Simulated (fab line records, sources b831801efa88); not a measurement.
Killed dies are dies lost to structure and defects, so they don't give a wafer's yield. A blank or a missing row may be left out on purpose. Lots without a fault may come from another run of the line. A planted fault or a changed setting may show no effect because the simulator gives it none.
Which tool did it? | flow gf180mcu | 6 lots, 18 wafers sampled, at 3 steps of a route of 602

WHAT THE GAUGES READ, wafer by wafer
GF_HV_LDD_CD_MEAS_46: target cd 400 nm.
lot  | measured     | on        | cd_nm (nm)
L701 | day 13 07:48 | cd_sem-02 | 400.9 400.5 401.2
L706 | day 14 04:28 | cd_sem-01 | 401.3 402.2 401.4
L714 | day 16 21:37 | cd_sem-02 | 559.2 560.7 560.2
L719 | day 18 20:26 | cd_sem-01 | 406.0 405.3 406.2
L721 | day 19 15:43 | cd_sem-02 | 400.6 401.1 401.6
L723 | day 19 23:47 | cd_sem-01 | 398.7 400.0 399.3

WHICH TOOL RAN EACH LOT (tool, then ch and the chambers of the sampled wafers, then the start)
lot  | GF_HV_LDD_STRIP_37                   | GF_HV_LDD_COAT_41
L701 | plasma_asher-02 ch 0,1, day 12 12:10 | litho_track-02 ch 0, day 12 21:18
L706 | plasma_asher-03 ch 0,1, day 13 08:53 | litho_track-02 ch 0, day 13 18:14
L714 | plasma_asher-03 ch 0, day 15 23:37   | litho_track-01 ch 0, day 16 10:13
L719 | plasma_asher-02 ch 1, day 17 21:09   | litho_track-02 ch 0, day 18 08:27
L721 | plasma_asher-04 ch 0,1, day 18 15:04 | litho_track-02 ch 0, day 19 03:19
L723 | plasma_asher-03 ch 1, day 19 00:10   | litho_track-03 ch 0, day 19 11:52
- GF_HV_LDD_STRIP_37: strips in O2/N2.
- GF_HV_LDD_COAT_41: resist thk 1000 nm.

THE ANSWER, worked out from the rows above alone
Rule: what is usual is taken from the lots themselves. Put in order of their means at a reading, lots are off if they are a third of the lots or fewer, leave a main group of 4 or more, and stand apart from it by a gap of 3 or more times the standard deviation of the main group's means; of several such gaps the widest counts. A main group whose means are all the same, to the digits that the tables above print for the reading, isn't used. A lot without any number at a reading at which 4 lots or more have one is off too. The other lots that the step has rows for count as sound.
Off: L714, at GF_HV_LDD_CD_MEAS_46 (cd_nm). The main group: mean 401.8 nm, standard deviation 2.2.
A tool fits if, at a process step before that reading, it ran every lot that is off, and no sound lot after the first of them. The gauges at GF_HV_LDD_CD_MEAS_46 are tried like those tools. One fits: litho_track-01 at GF_HV_LDD_COAT_41. It ran no sound lot before its first lot that is off in this sample, so the start can't be narrowed down.

WHAT THE SIMULATOR HAD PUT IN
Process parameter drift: litho_track-01, from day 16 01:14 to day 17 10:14, at GF_HV_LDD_COAT_41. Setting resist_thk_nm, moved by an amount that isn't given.
Lots struck among those shown: L714. The rule above found the same.
